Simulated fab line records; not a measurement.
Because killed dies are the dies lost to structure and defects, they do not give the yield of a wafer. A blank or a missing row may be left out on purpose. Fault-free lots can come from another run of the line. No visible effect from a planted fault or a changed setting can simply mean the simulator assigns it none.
fab line records	flow gf180mcu
record lots=13	wafers=39	last_day=34
route steps=602 shown VT_IMPLANT@110 SALICIDE@280 V1@336
lots that met no fault: from a run of the same line without faults
start_h: the number of hours between the record's first day and the start of the first shown wafer of the lot	wait_h: hours since the lot's step before	" unchanged from the row above	L1.1+2: a single row standing in for several wafers	- no value, or no start given	* or withheld: withheld	< > ~ a bound
route shown NAME@n: names a module that has steps shown in the file, with the first one's number in the route	usual: mean/standard deviation of fault-free wafers	same: alike in all rows	chamber/n: place in a boat	sites: each site's reading	_std_site: how widely they spread, as a standard deviation	_edge_site: outer sites' mean less inner sites'	radius_mm: how far each site lies from the wafer's centre	mask NAME#n: copy n	behind: the most recent tool/chamber to have shaped the wafer	hold: reason for holding the lot/hours on hold/outcome of the hold	device: which transistor (n, p or np) failed to switch	end of line: at the end of the route, the tests of the same wafers	step lacking rows: just its recipe	killed: at the first sort, the dies lost to defects and structure; wafer yield is something else	map: per-die view of a wafer (x killed, . not killed, _ where there is no die)
set.NAME: the run value of the setting; set.NAME@STEP: its run value at that earlier step	model.NAME: the simulator's own value behind a step, which no gauge read
the route's steps for a sample of lots (tables are steps, rows are wafers)
services: from which hour (start_h, from the record's first day; less than 0 if before it) a tool's chamber was out of use, for how many hours, and why
## steps
# step GF_VT_IMPLANT_STRIP_20
# recipe chemistry=O2/N2	power_w=1400	pressure_mtorr=1500	platen_temp_c=250	o2_flow_sccm=3000	n2_flow_sccm=300	overash_fraction=0.5
# usual drypump_motor_current_A=5.7/0.36	heater_power_w=333/27	oes_product_au=0.716/0.0047	strip_time_to_endpoint_s=12.628/0.03
lot.wafer	tool	chamber	start_h	wait_h	drypump_motor_current_A	heater_power_w	oes_product_au	rf_hours_counter_h	strip_time_to_endpoint_s
L730.2	plasma_asher-01	0	121.60	0.1	5.5	305	0.717	47	12.577
L730.3	"	1	"	"	5.5	376	0.719	-	12.592
L730.5	"	0	"	"	5.5	306	0.719	-	12.575
L731.1	plasma_asher-02	1	129.27	0.1	5.7	333	0.707	1	12.631
L731.4	"	1	"	"	5.7	336	0.708	-	12.585
L731.6	"	0	"	"	5.5	350	0.723	-	12.622
L733.1	plasma_asher-01	1	140.02	0.1	5.5	372	0.713	49	12.634
L733.2	"	0	"	"	5.4	310	0.716	49	12.659
L733.4	"	0	"	"	5.4	319	0.715	-	12.670
L734.1	plasma_asher-01	0	147.75	0.1	5.5	318	0.714	50	12.669
L734.5	"	1	"	"	5.5	371	0.715	-	12.701
L734.6	"	0	"	"	5.5	309	0.710	-	12.658
L736.1	plasma_asher-02	1	159.06	0.1	5.7	332	0.727	5	12.605
L736.3	"	1	"	"	5.7	334	0.713	-	12.612
L736.5	"	0	"	"	5.6	344	0.716	-	12.632
L738.2	plasma_asher-01	1	172.66	0.1	5.5	374	0.715	52	12.666
L738.3	"	1	"	"	5.5	370	0.709	-	12.609
L738.4	"	0	"	"	5.5	319	0.713	-	12.627
L740.1	plasma_asher-03	0	201.65	0.1	6.6	310	0.712	38	12.659
L740.2	"	1	"	"	5.5	290	0.716	38	12.634
L740.4	"	1	"	"	5.5	289	0.719	-	12.618
L741.1	plasma_asher-01	1	211.81	0.1	5.5	369	0.719	56	12.668
L741.2	"	0	"	"	5.4	306	0.717	56	12.692
L741.6	"	1	"	"	5.5	373	0.714	-	12.603
L742.2	plasma_asher-02	1	214.81	0.1	5.7	335	0.710	11	12.600
L742.5	"	0	"	"	5.5	344	0.708	-	12.586
L742.6	"	1	"	"	5.7	337	0.713	-	12.610
L747.2	plasma_asher-02	0	237.11	0.1	5.6	349	0.722	13	12.562
L747.5	"	0	"	"	5.5	346	0.714	-	12.597
L747.6	"	1	"	"	5.7	334	0.716	-	12.638
L746.1	plasma_asher-03	1	237.41	0.1	5.5	295	0.716	41	12.668
L746.2	"	0	"	"	6.6	308	0.718	41	12.646
L746.6	"	0	"	"	6.6	302	0.721	-	12.643
L750.1	plasma_asher-01	1	251.71	0.1	5.6	374	0.719	60	12.587
L750.2	"	0	"	"	5.4	309	0.711	60	12.604
L750.5	"	0	"	"	5.5	318	0.717	-	12.595
L751.1	plasma_asher-01	1	261.86	0.1	5.5	371	0.715	61	12.621
L751.4	"	1	"	"	5.5	384	0.716	-	12.626
L751.6	"	0	"	"	5.5	327	0.712	-	12.577
# step GF_SALICIDE_SPUTTER_02
# recipe material=Co	target_thk_nm=10	power_w=1000	time_s=20	chamber_pressure_pa=0.4
# usual throttle_valve_pct=29.6/0.94
lot.wafer	tool	chamber	start_h	wait_h	throttle_valve_pct
L730.2	pvd_sputter-03	-	329.83	0.0	28.3
L730.3	"	-	"	"	30.5
L730.5	"	-	"	"	30.7
L731.1	pvd_sputter-01	-	338.87	0.0	30.7
L731.4	"	-	"	"	30.8
L731.6	"	-	"	"	29.0
L733.1	pvd_sputter-03	-	358.53	0.0	29.3
L733.2	"	-	"	"	30.7
L733.4	"	-	"	"	28.9
L734.1	pvd_sputter-03	-	370.22	0.0	28.8
L734.5	"	-	"	"	29.7
L734.6	"	-	"	"	28.8
L736.1	pvd_sputter-02	-	387.57	0.0	30.0
L736.3	"	-	"	"	28.6
L736.5	"	-	"	"	28.7
L738.2	pvd_sputter-03	-	402.91	0.0	28.2
L738.3	"	-	"	"	29.6
L738.4	"	-	"	"	30.7
L740.1	pvd_sputter-02	-	444.48	0.0	28.6
L740.2	"	-	"	"	30.9
L740.4	"	-	"	"	30.0
L741.1	pvd_sputter-02	-	455.66	0.0	28.7
L741.2	"	-	"	"	30.3
L741.6	"	-	"	"	28.8
L742.2	pvd_sputter-02	-	460.73	0.0	28.6
L742.5	"	-	"	"	29.9
L742.6	"	-	"	"	28.5
L747.2	pvd_sputter-02	-	491.96	0.0	31.3
L747.5	"	-	"	"	28.5
L747.6	"	-	"	"	30.9
L746.1	pvd_sputter-03	-	493.46	0.0	30.6
L746.2	"	-	"	"	29.5
L746.6	"	-	"	"	28.9
L750.1	pvd_sputter-01	-	505.13	0.0	30.6
L750.2	"	-	"	"	30.6
L750.5	"	-	"	"	29.0
L751.1	pvd_sputter-01	-	520.13	0.0	30.6
L751.4	"	-	"	"	30.8
L751.6	"	-	"	"	28.7
# step GF_SALICIDE_RS_MEAS_04
# recipe thk_meas_gauge=four-point-probe	reads=TiN_of_SALICIDE_SPUTTER_03+Co_of_SALICIDE_SPUTTER_02
# usual SALICIDE_TIN_RS=16.32/0.29
lot.wafer	tool	chamber	start_h	wait_h	SALICIDE_TIN_RS[ohm/sq]
L730.2	film_metro-04	-	329.91	0.0	16.09
L730.3	"	-	"	"	16.16
L730.5	"	-	"	"	16.49
L731.1	film_metro-01	-	338.92	0.0	16.76
L731.4	"	-	"	"	16.55
L731.6	"	-	"	"	16.73
L733.1	film_metro-01	-	358.58	0.0	16.48
L733.2	"	-	"	"	16.62
L733.4	"	-	"	"	16.84
L734.1	film_metro-04	-	370.27	0.0	16.45
L734.5	"	-	"	"	16.10
L734.6	"	-	"	"	16.49
L736.1	film_metro-02	-	387.62	0.0	16.06
L736.3	"	-	"	"	15.90
L736.5	"	-	"	"	15.90
L738.2	film_metro-01	-	402.98	0.0	16.13
L738.3	"	-	"	"	16.57
L738.4	"	-	"	"	16.42
L740.1	film_metro-04	-	444.54	0.0	16.48
L740.2	"	-	"	"	16.44
L740.4	"	-	"	"	16.41
L741.1	film_metro-02	-	455.71	0.0	16.54
L741.2	"	-	"	"	16.32
L741.6	"	-	"	"	16.58
L742.2	film_metro-01	-	460.80	0.0	12.64
L742.5	"	-	"	"	12.60
L742.6	"	-	"	"	12.57
L747.2	film_metro-04	-	492.03	0.0	12.70
L747.5	"	-	"	"	12.59
L747.6	"	-	"	"	12.56
L746.1	film_metro-01	-	493.52	0.0	16.43
L746.2	"	-	"	"	16.50
L746.6	"	-	"	"	16.66
L750.1	film_metro-01	-	505.19	0.0	16.75
L750.2	"	-	"	"	16.46
L750.5	"	-	"	"	16.14
L751.1	film_metro-04	-	520.18	0.0	16.56
L751.4	"	-	"	"	16.28
L751.6	"	-	"	"	16.17
# step GF_V1_THK_MEAS_01
# recipe reads=SiO2_of_V1_CVD_00
# usual V1_CVD_00_THK=616/7
lot.wafer	tool	chamber	start_h	wait_h	V1_CVD_00_THK[nm]
L730.2	film_metro-03	-	376.78	0.0	623
L730.3	"	-	"	"	615
L730.5	"	-	"	"	615
L731.1	film_metro-03	-	386.97	0.0	616
L731.4	"	-	"	"	623
L731.6	"	-	"	"	607
L733.1	film_metro-02	-	407.20	0.0	623
L733.2	"	-	"	"	618
L733.4	"	-	"	"	619
L734.1	film_metro-01	-	419.42	0.0	616
L734.5	"	-	"	"	615
L734.6	"	-	"	"	614
L736.1	film_metro-01	-	437.10	0.0	622
L736.3	"	-	"	"	615
L736.5	"	-	"	"	614
L738.2	film_metro-03	-	454.91	0.0	617
L738.3	"	-	"	"	613
L738.4	"	-	"	"	621
L740.1	film_metro-02	-	496.09	0.0	626
L740.2	"	-	"	"	629
L740.4	"	-	"	"	627
L741.1	film_metro-01	-	506.06	0.0	612
L741.2	"	-	"	"	623
L741.6	"	-	"	"	612
L742.2	film_metro-01	-	511.36	0.0	607
L742.5	"	-	"	"	609
L742.6	"	-	"	"	609
L747.2	film_metro-02	-	540.93	0.0	620
L747.5	"	-	"	"	622
L747.6	"	-	"	"	617
L746.1	film_metro-02	-	542.71	0.0	616
L746.2	"	-	"	"	626
L746.6	"	-	"	"	623
L750.1	film_metro-02	-	554.65	0.0	615
L750.2	"	-	"	"	609
L750.5	"	-	"	"	604
L751.1	film_metro-01	-	569.01	0.0	607
L751.4	"	-	"	"	610
L751.6	"	-	"	"	614
# step GF_V1_ETCH_17
# recipe chemistry=C4F8/O2/Ar	mask_material=KrF	target=SiO2	stop_on=TiN	source_w=1500	bias_w=1200	pressure_mtorr=40	c4f8_flow_sccm=withheld	O2_flow_sccm=6	Ar_flow_sccm=300	time_s=withheld	target_depth_a=6300
# usual oes_product_au=0.857/0.0047
lot.wafer	tool	chamber	start_h	wait_h	oes_product_au
L730.2	rie_diel-01	1	-	-	0.851
L730.3	"	2	"	"	0.853
L730.5	"	3	"	"	0.864
L731.1	rie_diel-03	2	-	-	0.856
L731.4	"	3	"	"	0.855
L731.6	"	3	"	"	0.851
L733.1	rie_diel-03	1	-	-	0.857
L733.2	"	2	"	"	0.860
L733.4	"	1	"	"	0.860
L734.1	rie_diel-03	0	-	-	0.853
L734.5	"	0	"	"	0.858
L734.6	"	3	"	"	0.857
L736.1	rie_diel-01	1	-	-	0.864
L736.3	"	0	"	"	0.853
L736.5	"	2	"	"	0.856
L738.2	rie_diel-03	1	-	-	0.856
L738.3	"	0	"	"	0.859
L738.4	"	2	"	"	0.870
L740.1	rie_diel-04	1	-	-	0.863
L740.2	"	0	"	"	0.853
L740.4	"	3	"	"	0.854
L741.1	rie_diel-04	1	-	-	0.855
L741.2	"	2	"	"	0.859
L741.6	"	2	"	"	0.849
L742.2	rie_diel-01	1	-	-	0.857
L742.5	"	0	"	"	0.855
L742.6	"	1	"	"	0.858
L747.2	rie_diel-03	2	-	-	0.849
L747.5	"	0	"	"	0.860
L747.6	"	1	"	"	0.866
L746.1	rie_diel-01	2	-	-	0.863
L746.2	"	0	"	"	0.857
L746.6	"	0	"	"	0.850
L750.1	rie_diel-03	3	-	-	0.870
L750.2	"	0	"	"	0.866
L750.5	"	3	"	"	0.865
L751.1	rie_diel-04	2	-	-	0.851
L751.4	"	2	"	"	0.859
L751.6	"	1	"	"	0.849
## services
tool	chamber	start_h	hours	kind
plasma_asher-02	-	108.75	9.0	pm
rie_diel-01	0	113.64	2.6	repair
pvd_sputter-03	-	145.08	0.9	repair
rie_diel-01	1	147.47	4.9	repair
plasma_asher-01	-	164.47	8.0	repair
plasma_asher-01	-	222.20	2.7	pm
rie_diel-03	1	224.59	2.4	repair
plasma_asher-01	-	225.64	0.6	repair
plasma_asher-01	-	275.85	1.6	repair
pvd_sputter-02	-	296.16	6.7	repair
rie_diel-03	0	331.82	10.0	repair
rie_diel-03	3	366.85	3.2	repair
rie_diel-03	1	389.74	7.1	repair
pvd_sputter-03	-	395.73	5.3	repair
plasma_asher-01	-	421.25	9.0	pm
rie_diel-03	0	431.90	4.0	repair
rie_diel-03	-	453.71	2.8	pm
plasma_asher-01	-	462.04	0.6	repair
pvd_sputter-02	-	478.38	1.3	repair
rie_diel-03	3	481.93	9.7	repair
rie_diel-03	1	549.28	3.6	repair
pvd_sputter-02	-	560.54	0.5	repair
rie_diel-03	2	571.41	56.1	repair
pvd_sputter-03	-	585.52	21.8	repair
## key
first_sign step=GF_SALICIDE_RS_MEAS_04	reading=SALICIDE_TIN_RS	direction=down	sigmas=13	usual=16.32	struck=12.61
effect none on later readings
met_at GF_SALICIDE_SPUTTER_02
struck_lots L742,L747
tester_left_out L742,L747
not_acting_at GF_VT_IMPLANT_STRIP_20,GF_V1_THK_MEAS_01,GF_V1_ETCH_17
onset_between 455.66 460.73
fault kind=process_parameter_drift	tool=pvd_sputter-02	chamber=-	onset_h=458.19	steps=GF_SALICIDE_SPUTTER_02	channel=target_thk_nm	offset=3.0955	shape=step	end_h=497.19	acts_in=these_recipes_only	stated=10
# tester_left_out: of these lots the tester's yield and bins aren't shown, on N5 and GAA mostly nor the transistor test; their killed dies are dies lost to structure and defects alone, not to doping, threshold or leakage, so they don't give the yield
